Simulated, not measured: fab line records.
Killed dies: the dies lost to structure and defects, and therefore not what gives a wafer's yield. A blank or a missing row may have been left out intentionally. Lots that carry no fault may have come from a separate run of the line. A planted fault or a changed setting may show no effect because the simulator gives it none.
fab line records	flow sfq_line
[record] lots = 15	wafers = 45	last_day = 90
route steps=325 shown M0@29 I3@143 M4@159 I5@236
lots that met no fault: taken from a fault-free run of the same line
start_h: the number of hours between the record's first day and the start of the first shown wafer of the lot	wait_h: hours elapsed since this lot's preceding step	" as in the row above	L1.1+2: one row covering several wafers at once	- no value, or no start was given	* or withheld: withheld	< > ~ a bound
route shown NAME@n: names a module that has steps shown in the file, with the first one's number in the route	usual: mean/standard deviation of fault-free wafers	same: alike in all rows	chamber/n: place in a boat	sites: readings site by site	_std_site: how widely they spread, as a standard deviation	_edge_site: mean of outer sites minus mean of inner sites	radius_mm: for every site, how far away it sits from the centre of the wafer	mask NAME#n: copy n	behind: the most recent tool/chamber to have shaped the wafer	hold: reason for holding the lot/hours on hold/outcome of the hold	device: names the non-switching transistor (n, p or np)	end of line: the same wafers' tests at the end of the route	where a step has no rows: the recipe by itself	killed: dies lost to structure and defects at the first sort, not the wafer's yield	map: the dies of a wafer, with x for killed, . for not killed, _ for no die there
set.NAME: setting as actually run; set.NAME@STEP: the setting as run at that earlier step	model.NAME: the simulator's own value behind a step, which no gauge read
steps of the route over a sample of lots; a table a step, a row a wafer
services: the hour from which a tool's chamber was out of use, counted from the record's first day as start_h (under 0 if before that day), plus the number of hours and why
[[steps]]
[step SFQ_TRILAYER_M0_DEP_SPUTTER_019]
[recipe] material = Nb	base_pressure_pa = 1.33e-06	chamber_pressure_pa = 0.1333	substrate_temp_c = 20	resputter_cathode_voltage_v = 400	target_thk_nm = 200	power_w = 2000	time_s = 133.3
[usual] cathode_dc_power_W = 2000.0/0.34	throttle_valve_pct = 30.6/1.1
lot.wafer	tool	chamber	start_h	wait_h	cathode_dc_power_W	throttle_valve_pct
L598.2	pvd_sputter-05	-	171.60	0.0	1999.3	31.5
L598.3	"	-	"	"	2000.2	30.3
L598.4	"	-	"	"	2000.2	30.0
L599.3	pvd_sputter-06	-	186.00	0.0	2000.0	29.0
L599.4	"	-	"	"	2000.7	31.9
L599.6	"	-	"	"	1999.8	32.1
L604.1	pvd_sputter-06	-	213.17	0.0	2219.3	31.4
L604.5	"	-	"	"	2219.4	29.1
L604.6	"	-	"	"	2219.8	31.5
L605.1	pvd_sputter-06	-	217.97	0.0	2220.4	30.2
L605.4	"	-	"	"	2219.3	31.7
L605.5	"	-	"	"	2219.5	30.1
L606.2	pvd_sputter-04	-	224.17	0.0	2000.2	31.0
L606.3	"	-	"	"	1999.9	28.5
L606.6	"	-	"	"	2000.5	30.7
L607.2	pvd_sputter-06	-	229.97	0.0	2218.9	30.2
L607.4	"	-	"	"	2219.6	29.1
L607.6	"	-	"	"	2219.2	30.3
L612.2	pvd_sputter-04	-	264.43	0.0	1999.1	28.1
L612.5	"	-	"	"	2000.0	28.2
L612.6	"	-	"	"	1999.9	30.8
L613.1	pvd_sputter-04	-	273.83	0.0	1999.6	31.0
L613.4	"	-	"	"	1999.6	31.3
L613.5	"	-	"	"	2000.1	28.3
L614.4	pvd_sputter-05	-	282.21	0.0	2000.7	30.3
L614.5	"	-	"	"	1999.8	31.5
L614.6	"	-	"	"	2000.4	29.7
L615.2	pvd_sputter-05	-	289.41	0.0	2000.2	29.9
L615.4	"	-	"	"	2000.0	30.2
L615.6	"	-	"	"	1999.8	30.3
L617.1	pvd_sputter-05	-	316.43	0.0	1999.9	29.8
L617.4	"	-	"	"	2000.1	30.2
L617.5	"	-	"	"	1999.9	31.2
L618.1	pvd_sputter-06	-	321.23	0.0	1999.8	29.3
L618.4	"	-	"	"	1999.9	31.9
L618.6	"	-	"	"	1999.8	31.9
L619.1	pvd_sputter-06	-	328.43	0.0	2000.2	29.1
L619.2	"	-	"	"	1999.7	31.6
L619.6	"	-	"	"	2000.1	32.1
L620.2	pvd_sputter-05	-	330.82	0.0	1999.8	30.7
L620.4	"	-	"	"	2000.3	31.3
L620.5	"	-	"	"	1999.5	30.6
L621.2	pvd_sputter-06	-	334.42	0.0	1999.3	32.1
L621.4	"	-	"	"	1999.9	29.5
L621.5	"	-	"	"	1999.6	30.1
[step SFQ_M0_RS_MEAS_904]
[recipe] thk_meas_gauge = four-point-probe	reads = Nb_of_TRILAYER_M0_DEP_SPUTTER_019
[usual] M0_NB_RS = 0.885/0.009
lot.wafer	tool	chamber	start_h	wait_h	M0_NB_RS[ohm/sq]
L598.2	film_metro-04	-	171.72	0.1	0.874
L598.3	"	-	"	"	0.873
L598.4	"	-	"	"	0.879
L599.3	film_metro-02	-	186.13	0.1	0.872
L599.4	"	-	"	"	0.871
L599.6	"	-	"	"	0.868
L604.1	film_metro-03	-	213.26	0.0	0.799
L604.5	"	-	"	"	0.797
L604.6	"	-	"	"	0.803
L605.1	film_metro-02	-	218.06	0.0	0.789
L605.4	"	-	"	"	0.793
L605.5	"	-	"	"	0.794
L606.2	film_metro-02	-	224.28	0.1	0.894
L606.3	"	-	"	"	0.900
L606.6	"	-	"	"	0.898
L607.2	film_metro-02	-	230.08	0.1	0.795
L607.4	"	-	"	"	0.793
L607.6	"	-	"	"	0.792
L612.2	film_metro-02	-	264.54	0.1	0.888
L612.5	"	-	"	"	0.895
L612.6	"	-	"	"	0.900
L613.1	film_metro-04	-	273.92	0.0	0.896
L613.4	"	-	"	"	0.889
L613.5	"	-	"	"	0.894
L614.4	film_metro-04	-	282.36	0.1	0.887
L614.5	"	-	"	"	0.889
L614.6	"	-	"	"	0.889
L615.2	film_metro-03	-	289.52	0.1	0.901
L615.4	"	-	"	"	0.897
L615.6	"	-	"	"	0.891
L617.1	film_metro-03	-	316.52	0.0	0.895
L617.4	"	-	"	"	0.879
L617.5	"	-	"	"	0.877
L618.1	film_metro-04	-	321.32	0.0	0.890
L618.4	"	-	"	"	0.887
L618.6	"	-	"	"	0.892
L619.1	film_metro-03	-	328.52	0.0	0.885
L619.2	"	-	"	"	0.889
L619.6	"	-	"	"	0.887
L620.2	film_metro-03	-	330.93	0.1	0.870
L620.4	"	-	"	"	0.883
L620.5	"	-	"	"	0.875
L621.2	film_metro-04	-	334.53	0.1	0.891
L621.4	"	-	"	"	0.886
L621.5	"	-	"	"	0.883
[step SFQ_TRILAYER_M0_ETCH_METAL_ETCH_024]
[recipe] target = Nb	stop_on = SiO2	mask_material = PR	chemistry = Cl2/Ar	target_depth_nm = 240	icp_w = 600	bias_w = 80	pressure_mtorr = 10	time_s = 120
[usual] drypump_motor_current_A = 5.5/0.32	oes_product_au = 0.896/0.0075
lot.wafer	tool	chamber	start_h	wait_h	drypump_motor_current_A	oes_product_au	rf_hours_counter_h
L598.2	rie_metal-04	0	186.80	0.0	5.7	0.904	98
L598.3	"	1	"	"	5.9	0.904	-
L598.4	"	0	"	"	5.7	0.903	-
L599.3	rie_metal-03	0	201.04	0.1	5.1	0.906	-
L599.4	"	1	"	"	5.3	0.904	-
L599.6	"	1	"	"	5.3	0.899	-
L604.1	rie_metal-04	1	218.55	0.0	5.8	0.955	174
L604.5	"	1	"	"	5.9	0.956	-
L604.6	"	0	"	"	5.7	0.953	-
L605.1	rie_metal-03	0	220.95	0.0	5.1	0.950	131
L605.4	"	1	"	"	5.3	0.954	-
L605.5	"	1	"	"	5.2	0.956	-
L606.2	rie_metal-03	0	226.93	0.0	5.1	0.882	132
L606.3	"	0	"	"	5.1	0.886	-
L606.6	"	0	"	"	5.1	0.891	-
L607.2	rie_metal-04	0	236.82	0.0	5.7	0.946	107
L607.4	"	1	"	"	5.9	0.957	-
L607.6	"	1	"	"	5.9	0.953	-
L612.2	rie_metal-03	1	269.39	0.0	5.3	0.883	119
L612.5	"	0	"	"	5.1	0.884	-
L612.6	"	1	"	"	5.3	0.877	-
L613.1	rie_metal-04	0	276.44	0.0	5.7	0.893	114
L613.4	"	0	"	"	5.7	0.902	-
L613.5	"	0	"	"	5.7	0.896	-
L614.4	rie_metal-02	0	284.87	0.1	5.0	0.888	-
L614.5	"	0	"	"	5.0	0.891	-
L614.6	"	1	"	"	5.7	0.898	-
L615.2	rie_metal-02	1	292.47	0.0	5.7	0.886	115
L615.4	"	0	"	"	5.0	0.893	-
L615.6	"	0	"	"	5.0	0.896	-
L617.1	rie_metal-02	1	422.98	0.0	5.7	0.897	138
L617.4	"	0	"	"	5.0	0.908	-
L617.5	"	0	"	"	5.0	0.904	-
L618.1	rie_metal-04	1	431.38	0.0	5.8	0.895	22
L618.4	"	0	"	"	5.7	0.892	-
L618.6	"	1	"	"	5.9	0.899	-
L619.1	rie_metal-03	1	443.38	0.0	5.3	0.899	146
L619.2	"	0	"	"	5.1	0.900	165
L619.6	"	0	"	"	5.1	0.904	-
L620.2	rie_metal-03	0	446.98	0.0	5.1	0.907	165
L620.4	"	1	"	"	5.2	0.895	-
L620.5	"	0	"	"	5.1	0.904	-
L621.2	rie_metal-02	0	450.55	0.0	5.0	0.890	10
L621.4	"	1	"	"	5.7	0.895	-
L621.5	"	1	"	"	5.7	0.897	-
[step SFQ_I3_OVL_MEAS_923]
[usual] I3_OVL = 3/6.6
lot.wafer	tool	chamber	start_h	wait_h	I3_OVL[nm]
L598.2	overlay-02	-	898.15	0.1	4
L598.3	"	-	"	"	4
L598.4	"	-	"	"	5
L599.3	overlay-02	-	905.35	0.1	5
L599.4	"	-	"	"	9
L599.6	"	-	"	"	5
L604.1	overlay-02	-	976.47	0.1	14
L604.5	"	-	"	"	10
L604.6	"	-	"	"	5
L605.1	overlay-01	-	1066.77	0.1	-19
L605.4	"	-	"	"	-12
L605.5	"	-	"	"	-15
L606.2	overlay-01	-	1068.10	0.1	-1
L606.3	"	-	"	"	-1
L606.6	"	-	"	"	-6
L607.2	overlay-01	-	1069.30	0.1	10
L607.4	"	-	"	"	6
L607.6	"	-	"	"	10
L612.2	overlay-01	-	1216.54	0.1	0
L612.5	"	-	"	"	12
L612.6	"	-	"	"	2
L613.1	overlay-02	-	1230.93	0.1	-2
L613.4	"	-	"	"	-1
L613.5	"	-	"	"	1
L614.4	overlay-02	-	1250.15	0.1	5
L614.5	"	-	"	"	6
L614.6	"	-	"	"	10
L615.2	overlay-01	-	1257.34	0.1	7
L615.4	"	-	"	"	6
L615.6	"	-	"	"	4
L617.1	overlay-01	-	1266.93	0.1	4
L617.4	"	-	"	"	9
L617.5	"	-	"	"	3
L618.1	overlay-01	-	1270.53	0.1	-4
L618.4	"	-	"	"	9
L618.6	"	-	"	"	4
L619.1	overlay-01	-	1276.53	0.1	6
L619.2	"	-	"	"	20
L619.6	"	-	"	"	14
L620.2	overlay-01	-	1278.94	0.1	3
L620.4	"	-	"	"	8
L620.5	"	-	"	"	2
L621.2	overlay-01	-	1281.34	0.1	3
L621.4	"	-	"	"	0
L621.5	"	-	"	"	-2
[step SFQ_TRILAYER_M4_BARC_OPEN_METAL_ETCH_123]
[recipe] mask_material = PR	chemistry = O2	target_depth_nm = 125	target = BARC	icp_w = 600	bias_w = 80	pressure_mtorr = 10	time_s = 41.7
[usual] drypump_motor_current_A = 5.4/0.31	oes_product_au = 0.684/0.0049
lot.wafer	tool	chamber	start_h	wait_h	drypump_motor_current_A	oes_product_au	rf_hours_counter_h
L598.2	rie_metal-03	0	1047.78	0.0	5.1	0.682	92
L598.3	"	0	"	"	5.1	0.682	-
L598.4	"	1	"	"	5.3	0.684	-
L599.3	rie_metal-02	1	1055.00	0.0	5.7	0.681	-
L599.4	"	0	"	"	5.0	0.690	-
L599.6	"	0	"	"	5.0	0.681	-
L604.1	rie_metal-02	1	1088.32	0.0	5.7	0.678	73
L604.5	"	0	"	"	5.0	0.680	-
L604.6	"	1	"	"	5.7	0.684	-
L605.1	rie_metal-04	1	1089.52	0.0	5.9	0.688	123
L605.4	"	1	"	"	5.9	0.685	-
L605.5	"	0	"	"	5.7	0.679	-
L606.2	rie_metal-02	0	1090.72	0.0	5.0	0.684	98
L606.3	"	1	"	"	5.7	0.687	-
L606.6	"	0	"	"	5.0	0.688	-
L607.2	rie_metal-04	0	1091.92	0.0	5.7	0.687	83
L607.4	"	1	"	"	5.9	0.677	-
L607.6	"	1	"	"	5.9	0.679	-
L612.2	rie_metal-04	0	1329.99	0.0	5.7	0.689	119
L612.5	"	0	"	"	5.7	0.685	-
L612.6	"	1	"	"	5.9	0.689	-
L613.1	rie_metal-03	1	1346.79	0.0	5.3	0.689	125
L613.4	"	0	"	"	5.1	0.684	-
L613.5	"	0	"	"	5.1	0.689	-
L614.4	rie_metal-03	0	1380.51	0.0	5.1	0.693	-
L614.5	"	1	"	"	5.2	0.688	-
L614.6	"	0	"	"	5.1	0.689	-
L615.2	rie_metal-03	0	1388.89	0.0	5.1	0.685	143
L615.4	"	0	"	"	5.1	0.690	-
L615.6	"	1	"	"	5.2	0.687	-
L617.1	rie_metal-02	0	1398.49	0.0	5.0	0.683	6
L617.4	"	0	"	"	5.0	0.680	-
L617.5	"	1	"	"	5.7	0.689	-
L618.1	rie_metal-02	1	1402.09	0.0	5.7	0.686	125
L618.4	"	0	"	"	5.1	0.672	-
L618.6	"	0	"	"	5.0	0.681	-
L619.1	rie_metal-03	1	1408.09	0.0	5.3	0.684	136
L619.2	"	0	"	"	5.1	0.687	146
L619.6	"	0	"	"	5.1	0.684	-
L620.2	rie_metal-04	1	1409.29	0.0	5.9	0.695	20
L620.4	"	0	"	"	5.7	0.688	-
L620.5	"	1	"	"	5.9	0.689	-
L621.2	rie_metal-03	0	1411.69	0.0	5.1	0.684	147
L621.4	"	0	"	"	5.1	0.691	-
L621.5	"	1	"	"	5.2	0.684	-
[step SFQ_TRILAYER_I5_BARC_OPEN_VIA_ETCH_200]
[recipe] mask_material = PR	chemistry = O2	target_depth_nm = 125	target = BARC	source_w = 500	bias_w = 80	pressure_mtorr = 30	time_s = 41.7
[usual] drypump_motor_current_A = 5.7/0.36	oes_product_au = 0.686/0.0044
lot.wafer	tool	chamber	start_h	wait_h	drypump_motor_current_A	oes_product_au	rf_hours_counter_h
L598.2	rie_diel-01	1	1533.62	0.0	5.8	0.677	21
L598.3	"	3	"	"	5.2	0.690	1
L598.4	"	2	"	"	6.0	0.688	15
L599.3	rie_diel-03	3	1568.07	0.0	5.3	0.687	3
L599.4	"	1	"	"	5.7	0.677	8
L599.6	"	0	"	"	5.3	0.679	-
L604.1	rie_diel-04	0	1577.67	0.0	6.1	0.686	5
L604.5	"	0	"	"	6.1	0.683	-
L604.6	"	1	"	"	5.8	0.689	-
L605.1	rie_diel-03	1	1580.07	0.0	5.7	0.688	8
L605.4	"	0	"	"	5.3	0.690	8
L605.5	"	3	"	"	5.3	0.688	-
L606.2	rie_diel-04	0	1581.27	0.0	6.2	0.684	5
L606.3	"	1	"	"	5.7	0.683	20
L606.6	"	0	"	"	6.1	0.682	-
L607.2	rie_diel-03	1	1586.07	0.0	5.7	0.690	9
L607.4	"	3	"	"	5.3	0.691	4
L607.6	"	2	"	"	6.2	0.687	-
L612.2	rie_diel-03	0	1605.39	0.0	5.3	0.683	8
L612.5	"	0	"	"	5.3	0.684	-
L612.6	"	3	"	"	5.3	0.683	-
L613.1	rie_diel-01	1	1611.39	0.0	5.8	0.686	1
L613.4	"	3	"	"	5.1	0.681	2
L613.5	"	3	"	"	5.1	0.686	-
L614.4	rie_diel-03	3	1617.39	0.0	5.3	0.680	4
L614.5	"	2	"	"	6.2	0.681	-
L614.6	"	3	"	"	5.3	0.679	-
L615.2	rie_diel-03	3	1623.39	0.0	5.4	0.682	4
L615.4	"	1	"	"	5.7	0.688	9
L615.6	"	0	"	"	5.3	0.688	-
L617.1	rie_diel-04	0	1629.39	0.0	6.1	0.685	6
L617.4	"	2	"	"	6.0	0.681	13
L617.5	"	3	"	"	6.2	0.688	-
L618.1	rie_diel-01	1	1631.79	0.0	5.8	0.693	1
L618.4	"	2	"	"	6.0	0.693	16
L618.6	"	1	"	"	5.8	0.683	-
L619.1	rie_diel-01	0	1635.39	0.0	5.4	0.677	19
L619.2	"	3	"	"	5.2	0.686	3
L619.6	"	2	"	"	6.0	0.693	-
L620.2	rie_diel-03	1	1636.59	0.0	5.7	0.692	10
L620.4	"	3	"	"	5.3	0.696	-
L620.5	"	1	"	"	5.7	0.690	-
L621.2	rie_diel-01	3	1642.59	0.0	5.2	0.691	3
L621.4	"	3	"	"	5.1	0.683	-
L621.5	"	2	"	"	6.0	0.689	-
[[services]]
tool	chamber	start_h	hours	kind
rie_metal-04	-	194.26	2.8	pm
rie_metal-02	-	371.76	4.3	pm
rie_metal-04	-	409.28	1.4	pm
rie_metal-03	-	422.78	2.8	pm
rie_metal-04	1	466.97	17.7	repair
rie_metal-02	0	525.19	1.5	repair
rie_metal-03	-	545.34	0.9	repair
rie_metal-02	-	548.38	2.3	repair
rie_metal-02	-	571.03	14.6	pm
rie_metal-04	1	575.72	9.4	repair
rie_metal-02	1	602.67	3.5	repair
rie_metal-03	-	618.25	1.4	pm
rie_metal-02	0	690.51	14.1	repair
rie_metal-02	-	742.32	2.8	pm
rie_metal-02	1	766.66	2.5	repair
rie_metal-03	-	775.99	1.6	repair
rie_metal-03	-	786.71	14.6	pm
rie_metal-03	1	836.29	15.4	repair
rie_metal-02	0	882.00	13.3	repair
rie_metal-03	-	911.19	1.9	repair
rie_metal-03	0	1207.70	26.1	repair
rie_metal-03	1	1384.04	4.1	repair
rie_metal-03	1	1491.93	16.0	repair
rie_metal-03	-	1522.78	2.8	pm
[[key]]
[first_sign] step = SFQ_TRILAYER_M0_DEP_SPUTTER_019	reading = cathode_dc_power_W	direction = up	sigmas = 99+	usual = 2000.0	struck = 2219.5
[effect] step = SFQ_M0_RS_MEAS_904	reading = M0_NB_RS	direction = down	sigmas = 10	usual = 0.885	struck = 0.795
[effect] step = SFQ_TRILAYER_M0_ETCH_METAL_ETCH_024	reading = oes_product_au	direction = up	sigmas = 7.6	usual = 0.896	struck = 0.953
met_at SFQ_TRILAYER_M0_DEP_SPUTTER_019
struck_lots L604,L605,L607
not_acting_at SFQ_I3_OVL_MEAS_923,SFQ_TRILAYER_M4_BARC_OPEN_METAL_ETCH_123,SFQ_TRILAYER_I5_BARC_OPEN_VIA_ETCH_200
onset_between 186.00 213.17
[fault] kind = process_parameter_drift	tool = pvd_sputter-06	chamber = -	onset_h = 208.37	steps = SFQ_TRILAYER_M0_DEP_SPUTTER_019	channel = power_w	offset = 219.66	shape = step	end_h = 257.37	acts_in = these_recipes_only	stated = 2000
